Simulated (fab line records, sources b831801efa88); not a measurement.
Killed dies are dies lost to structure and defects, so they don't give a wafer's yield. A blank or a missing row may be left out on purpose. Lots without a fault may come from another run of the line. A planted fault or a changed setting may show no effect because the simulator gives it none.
Which tool did it? | flow sky130 | 7 lots, 21 wafers sampled, at 1 step of a route of 708

WHAT THE GAUGES READ, wafer by wafer
SKY_LDD_N_TW_MEAS_17.
lot  | measured     | on            | LDD_N_TW
L291 | day 17 23:04 | film_metro-01 | 2591 2588 2584
L293 | day 18 22:14 | film_metro-01 | 2570 2574 2553
L295 | day 19 16:38 | film_metro-04 | 2567 2573 2579
L303 | day 22 17:25 | film_metro-03 | 2577 2573 2573
L306 | day 23 17:13 | film_metro-01 | 2592 2595 2593
L309 | day 24 13:30 | film_metro-03 | 2591 2581 2587
L312 | day 25 15:19 | film_metro-01 | 2548 2557 2561

WHICH TOOL RAN EACH LOT (tool, then ch and the chambers of the sampled wafers, then the start)
The record holds no process step before these readings.

THE ANSWER, worked out from the rows above alone
Rule: what is usual is taken from the lots themselves. Put in order of their means at a reading, lots are off if they are a third of the lots or fewer, leave a main group of 4 or more, and stand apart from it by a gap of 3 or more times the standard deviation of the main group's means; of several such gaps the widest counts. A main group whose means are all the same, to the digits that the tables above print for the reading, isn't used. A lot without any number at a reading at which 4 lots or more have one is off too. The other lots that the step has rows for count as sound.
No lot is off at any reading shown: from this, nothing can be told.

WHAT THE SIMULATOR HAD PUT IN
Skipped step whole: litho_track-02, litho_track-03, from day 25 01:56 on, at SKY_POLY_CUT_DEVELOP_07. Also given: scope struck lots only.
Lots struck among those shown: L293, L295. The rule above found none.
